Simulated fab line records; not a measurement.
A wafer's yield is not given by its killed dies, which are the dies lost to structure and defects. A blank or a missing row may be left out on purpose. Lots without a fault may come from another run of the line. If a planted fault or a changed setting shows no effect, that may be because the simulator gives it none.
Which tool did it? ; flow gf180mcu ; Sampling: 24 lots, 72 wafers, 6 of 602 route steps

## WHAT THE GAUGES READ, wafer by wafer
GF_V3_RS_MEAS_24: measures by four-point-probe. Usual: for V3_W_RS the level is 0.328 ohm/sq and the standard deviation is 0.0032.
lot;measured;on;V3_W_RS (ohm/sq);flag
L074;day 22 06:20;film_metro-03;0.327 0.326 0.325;
L075;day 22 15:10;film_metro-01;0.333 0.328 0.332;
L076;day 23 04:15;film_metro-01;0.324 0.323 0.326;
L077;day 23 12:05;film_metro-04;0.326 0.322 0.321;
L078;day 23 23:42;film_metro-03;0.329 0.327 0.327;
L079;day 24 06:55;film_metro-01;0.324 0.325 0.327;
L080;day 24 16:23;film_metro-03;0.327 0.330 0.332;
L081;day 25 03:43;film_metro-01;0.333 0.328 0.329;
L082;day 25 04:04;film_metro-03;0.327 0.326 0.328;
L083;day 25 23:29;film_metro-04;0.332 0.332 0.332;
L084;day 26 04:46;film_metro-03;0.323 0.325 0.325;
L085;day 26 06:18;film_metro-04;0.327 0.327 0.332;
L086;day 26 13:13;film_metro-01;0.328 0.326 0.332;
L087;day 26 22:14;film_metro-04;0.330 0.331 0.332;
L088;day 27 06:15;film_metro-04;0.336 0.331 0.334;
L089;day 27 12:07;film_metro-03;0.330 0.330 0.331;
L090;day 28 02:46;film_metro-01;0.328 0.328 0.331;
L091;day 28 04:32;film_metro-01;0.326 0.331 0.331;
L092;day 28 09:58;film_metro-04;0.328 0.327 0.330;
L093;day 28 18:36;film_metro-03;0.324 0.327 0.325;
L094;day 29 00:55;film_metro-01;0.329 0.331 0.329;
L095;day 29 11:06;film_metro-04;0.329 0.326 0.330;
L096;day 29 14:37;film_metro-03;0.326 0.327 0.325;
L097;day 29 16:16;film_metro-04;0.327 0.334 0.325;

GF_M4_RS_MEAS_05: measures by four-point-probe. Usual: for M4_ALCU_RS the level is 0.0695 ohm/sq and the standard deviation is 0.00063.
lot;measured;on;M4_ALCU_RS (ohm/sq);flag
L074;day 22 07:04;film_metro-01;0.0701 0.0700 0.0704;
L075;day 22 15:52;film_metro-02;0.0700 0.0696 0.0697;
L076;day 23 04:57;film_metro-01;0.0690 0.0686 0.0692;
L077;day 23 12:47;film_metro-01;0.0688 0.0691 0.0686;
L078;day 24 00:25;film_metro-01;0.0696 0.0695 0.0695;
L079;day 24 07:38;film_metro-03;0.0692 0.0694 0.0698;
L080;day 24 17:05;film_metro-02;0.0694 0.0695 0.0692;
L081;day 25 04:26;film_metro-02;0.0704 0.0704 0.0702;
L082;day 25 04:46;film_metro-01;0.0699 0.0700 0.0696;
L083;day 26 00:11;film_metro-01;0.0707 0.0705 0.0710;
L084;day 26 05:29;film_metro-01;0.0705 0.0701 0.0707;
L085;day 26 07:01;film_metro-02;0.0689 0.0690 0.0698;
L086;day 26 13:56;film_metro-01;0.0694 0.0695 0.0698;
L087;day 26 22:58;film_metro-03;0.0692 0.0690 0.0688;
L088;day 27 06:57;film_metro-03;0.0696 0.0690 0.0698;
L089;day 27 12:49;film_metro-03;0.0700 0.0700 0.0700;
L090;day 28 03:28;film_metro-02;0.0691 0.0694 0.0691;
L091;day 28 05:14;film_metro-01;0.0694 0.0693 0.0690;
L092;day 28 10:40;film_metro-03;0.0688 0.0691 0.0683;
L093;day 28 19:18;film_metro-02;0.0700 0.0696 0.0697;
L094;day 29 01:37;film_metro-02;0.0707 0.0704 0.0708;
L095;day 29 11:48;film_metro-01;0.0692 0.0681 0.0687;
L096;day 29 15:19;film_metro-01;0.0692 0.0689 0.0694;
L097;day 29 16:58;film_metro-02;0.0701 0.0694 0.0692;

GF_TOP_METAL_CD_MEAS_14: target cd 440 nm. Usual: cd_nm at 440.4 nm, with a standard deviation of 2.3.
lot;measured;on;cd_nm (nm);flag
L074;day 27 23:01;cd_sem-02;443.6 444.7 443.6;
L075;day 28 04:58;cd_sem-02;441.2 444.1 444.9;
L076;day 28 16:59;cd_sem-02;439.8 439.4 438.3;
L077;day 28 22:31;cd_sem-01;440.7 443.1 444.2;
L078;day 29 09:26;cd_sem-02;437.9 438.7 442.1;
L079;day 29 17:44;cd_sem-01;444.4 445.4 443.1;
L080;day 30 00:37;cd_sem-02;441.5 438.9 439.6;
L081;day 30 11:15;cd_sem-01;441.2 440.7 440.0;
L082;day 30 10:46;cd_sem-01;440.3 439.5 439.6;
L083;day 31 00:16;cd_sem-02;437.8 439.2 436.6;
L084;day 31 07:31;cd_sem-02;442.0 441.0 441.6;
L085;day 31 09:43;cd_sem-02;437.8 436.9 437.5;
L086;day 31 12:46;cd_sem-01;437.2 437.0 438.3;
L087;day 31 21:58;cd_sem-02;439.4 441.8 441.3;
L088;day 32 05:19;cd_sem-01;442.0 441.2 442.7;
L089;day 32 11:04;cd_sem-01;438.4 439.2 441.2;
L090;day 32 21:05;cd_sem-02;436.5 438.9 437.8;
L091;day 32 22:25;cd_sem-01;442.6 443.1 444.7;
L092;day 33 03:40;cd_sem-01;437.3 439.4 438.0;
L093;day 33 11:04;cd_sem-02;441.1 442.4 442.5;
L094;day 33 15:59;cd_sem-01;440.3 442.4 441.3;
L095;day 34 01:44;cd_sem-01;442.1 441.2 442.9;
L096;day 34 03:59;cd_sem-01;442.7 441.7 443.3;
L097;day 34 05:59;cd_sem-02;437.7 437.6 438.7;

## WHICH TOOL RAN EACH LOT (tool, then ch and the chambers of the sampled wafers, then the start)
lot;GF_V3_STRIP_18;GF_M4_SPUTTER_00;GF_MIM_METAL_ETCH_19
L074;plasma_asher-04 ch 0,1, day 22 05:34;pvd_sputter-02, day 22 06:49;rie_metal-04 ch 0,1, day 25 05:28
L075;plasma_asher-04 ch 0,1, day 22 14:25;pvd_sputter-01, day 22 15:38;rie_metal-01 ch 0,1, day 25 12:52
L076;plasma_asher-04 ch 0,1, day 23 03:30;pvd_sputter-03, day 23 04:44;rie_metal-02 ch 0,1, day 26 01:13
L077;plasma_asher-04 ch 0,1, day 23 11:19;pvd_sputter-01, day 23 12:34;rie_metal-02 ch 0,1, day 26 07:34
L078;plasma_asher-01 ch 0,1, day 23 22:57;pvd_sputter-02, day 24 00:11;rie_metal-04 ch 0,1, day 26 20:41
L079;plasma_asher-04 ch 0,1, day 24 06:09;pvd_sputter-01, day 24 07:23;rie_metal-02 ch 1, day 27 03:18
L080;plasma_asher-03 ch 0,1, day 24 15:18;pvd_sputter-03, day 24 16:52;rie_metal-04 ch 0,1, day 27 11:01
L081;plasma_asher-01 ch 0,1, day 25 02:55;pvd_sputter-01, day 25 04:10;rie_metal-04 ch 0,1, day 27 22:13
L082;plasma_asher-03 ch 0,1, day 25 03:16;pvd_sputter-03, day 25 04:31;rie_metal-01 ch 0,1, day 27 22:07
L083;plasma_asher-01 ch 0,1, day 25 22:22;pvd_sputter-02, day 25 23:56;rie_metal-04 ch 0, day 28 13:23
L084;plasma_asher-03 ch 0,1, day 26 04:01;pvd_sputter-01, day 26 05:14;rie_metal-02 ch 1, day 28 21:57
L085;plasma_asher-03 ch 0,1, day 26 05:34;pvd_sputter-02, day 26 06:47;rie_metal-01 ch 1, day 28 22:11
L086;plasma_asher-04 ch 0,1, day 26 12:28;pvd_sputter-03, day 26 13:41;rie_metal-04 ch 0, day 29 03:25
L087;plasma_asher-01 ch 0,1, day 26 21:29;pvd_sputter-03, day 26 22:41;rie_metal-02 ch 0,1, day 29 12:40
L088;plasma_asher-04 ch 0,1, day 27 05:30;pvd_sputter-01, day 27 06:44;rie_metal-02 ch 0,1, day 29 19:28
L089;plasma_asher-03 ch 0,1, day 27 11:21;pvd_sputter-01, day 27 12:35;rie_metal-01 ch 0, day 30 03:01
L090;plasma_asher-04 ch 0,1, day 28 01:56;pvd_sputter-01, day 28 03:14;rie_metal-04 ch 0,1, day 30 14:48
L091;plasma_asher-03 ch 0,1, day 28 03:43;pvd_sputter-01, day 28 05:01;rie_metal-04 ch 0,1, day 30 16:10
L092;plasma_asher-03 ch 0,1, day 28 09:09;pvd_sputter-01, day 28 10:27;rie_metal-01 ch 0,1, day 30 22:40
L093;plasma_asher-04 ch 0,1, day 28 17:44;pvd_sputter-02, day 28 19:02;rie_metal-01 ch 0,1, day 31 05:30
L094;plasma_asher-01 ch 0,1, day 29 00:09;pvd_sputter-02, day 29 01:21;rie_metal-04 ch 0,1, day 31 11:43
L095;plasma_asher-03 ch 0,1, day 29 10:22;pvd_sputter-03, day 29 11:35;rie_metal-01 ch 0,1, day 31 22:28
L096;plasma_asher-04 ch 0, day 29 13:51;pvd_sputter-02, day 29 15:05;rie_metal-04 ch 0,1, day 32 00:22
L097;plasma_asher-01 ch 0,1, day 29 15:31;pvd_sputter-01, day 29 16:44;rie_metal-02 ch 0,1, day 32 02:22
- GF_V3_STRIP_18: strips in O2/N2.
- GF_M4_SPUTTER_00: material Ti, target thk 37.5 nm, time 150 s.
- GF_MIM_METAL_ETCH_19: etches the open film in Cl2/BCl3, stops on Si3N4, target depth 324.5 nm, time 54.1 s.

## AS READ BY THE TOOLS THEMSELVES (means over the sampled wafers that have a number; for cases with no such wafer, the mark the record gives instead)
GF_V3_STRIP_18. Usual: drypump_motor_current_A 5.4 A, standard deviation 0.57; heater_power_w 331 W, standard deviation 23; oes_product_au 0.592 a.u., standard deviation 0.005; platen_temp_c 250.01 C, standard deviation 0.19.
lot;tool;drypump_motor_current_A (A);heater_power_w (W);oes_product_au (a.u.);platen_temp_c (C);flag
L074;plasma_asher-04;5.3;341;0.584;250.12;
L075;plasma_asher-04;5.3;339;0.596;250.04;
L076;plasma_asher-04;5.3;339;0.595;250.09;
L077;plasma_asher-04;5.2;339;0.587;249.83;
L078;plasma_asher-01;6.0;356;0.594;250.00;
L079;plasma_asher-04;5.2;335;0.594;250.03;
L080;plasma_asher-03;4.9;302;0.593;250.07;
L081;plasma_asher-01;6.0;360;0.592;250.10;
L082;plasma_asher-03;4.9;306;0.590;250.16;
L083;plasma_asher-01;6.4;345;0.594;249.88;
L084;plasma_asher-03;4.9;309;0.599;250.03;
L085;plasma_asher-03;5.0;303;0.589;250.14;
L086;plasma_asher-04;5.2;348;0.593;250.11;
L087;plasma_asher-01;6.4;339;0.590;249.86;
L088;plasma_asher-04;5.2;340;0.597;250.02;
L089;plasma_asher-03;5.0;307;0.592;250.09;
L090;plasma_asher-04;5.2;344;0.594;250.16;
L091;plasma_asher-03;4.9;303;0.594;249.98;
L092;plasma_asher-03;4.9;303;0.591;250.20;
L093;plasma_asher-04;5.3;340;0.595;250.09;
L094;plasma_asher-01;6.4;343;0.592;249.92;
L095;plasma_asher-03;5.0;304;0.595;249.92;
L096;plasma_asher-04;5.4;341;0.589;250.05;
L097;plasma_asher-01;6.4;342;0.591;249.88;

GF_M4_SPUTTER_00. Usual: throttle_valve_pct at 30.1 %, with a standard deviation of 0.74.
lot;tool;throttle_valve_pct (%);flag
L074;pvd_sputter-02;29.9;
L075;pvd_sputter-01;30.4;
L076;pvd_sputter-03;30.8;
L077;pvd_sputter-01;30.3;
L078;pvd_sputter-02;29.5;
L079;pvd_sputter-01;29.8;
L080;pvd_sputter-03;29.9;
L081;pvd_sputter-01;30.2;
L082;pvd_sputter-03;30.1;
L083;pvd_sputter-02;29.1;
L084;pvd_sputter-01;30.1;
L085;pvd_sputter-02;29.9;
L086;pvd_sputter-03;30.6;
L087;pvd_sputter-03;30.8;
L088;pvd_sputter-01;30.2;
L089;pvd_sputter-01;29.8;
L090;pvd_sputter-01;29.8;
L091;pvd_sputter-01;29.9;
L092;pvd_sputter-01;29.9;
L093;pvd_sputter-02;29.5;
L094;pvd_sputter-02;29.9;
L095;pvd_sputter-03;29.8;
L096;pvd_sputter-02;29.9;
L097;pvd_sputter-01;29.9;

GF_MIM_METAL_ETCH_19. Usual: drypump_motor_current_A 5.39 A, standard deviation 0.11; oes_product_au 0.938 a.u., standard deviation 0.0062; throttle_valve_pct 28.287 %, standard deviation 0.01.
lot;tool;drypump_motor_current_A (A);oes_product_au (a.u.);throttle_valve_pct (%);flag
L074;rie_metal-04;5.33;0.940;28.292;
L075;rie_metal-01;5.35;0.942;28.280;
L076;rie_metal-02;5.57;0.943;28.289;
L077;rie_metal-02;5.54;0.925;28.284;
L078;rie_metal-04;5.33;0.935;28.297;
L079;rie_metal-02;5.50;0.939;28.286;
L080;rie_metal-04;5.32;0.933;28.296;
L081;rie_metal-04;5.32;0.941;28.284;
L082;rie_metal-01;5.37;0.938;28.292;
L083;rie_metal-04;5.34;0.938;28.292;
L084;rie_metal-02;5.50;0.940;28.266;
L085;rie_metal-01;5.43;0.935;28.293;
L086;rie_metal-04;5.35;0.933;28.286;
L087;rie_metal-02;5.51;0.931;28.284;
L088;rie_metal-02;5.56;0.942;28.284;
L089;rie_metal-01;5.25;0.939;28.287;
L090;rie_metal-04;5.31;0.940;28.292;
L091;rie_metal-04;5.28;0.939;28.281;
L092;rie_metal-01;5.36;0.934;28.286;
L093;rie_metal-01;5.35;0.941;28.291;
L094;rie_metal-04;5.34;0.935;28.293;
L095;rie_metal-01;5.31;0.940;28.280;
L096;rie_metal-04;5.31;0.943;28.290;
L097;rie_metal-02;5.58;0.935;28.293;

## THE ANSWER, worked out from the rows above alone
Rule: lot off if the mean of its wafers having a number is beyond 3 standard deviations from the usual mean. Also off: a lot with no number at a reading for which 4 or more lots have one. Where the step has rows for the other lots, those lots are counted as sound. After the gauges, taken in route order, come the tools' own readings; for these a lot's mean is taken, as printed above. The first step at which some lot is off is used, and at that step the reading that is off furthest; a lot without a number counts as furthest.
No lot is off on any of the readings shown, so nothing can be concluded from this.

## WHAT THE SIMULATOR HAD PUT IN
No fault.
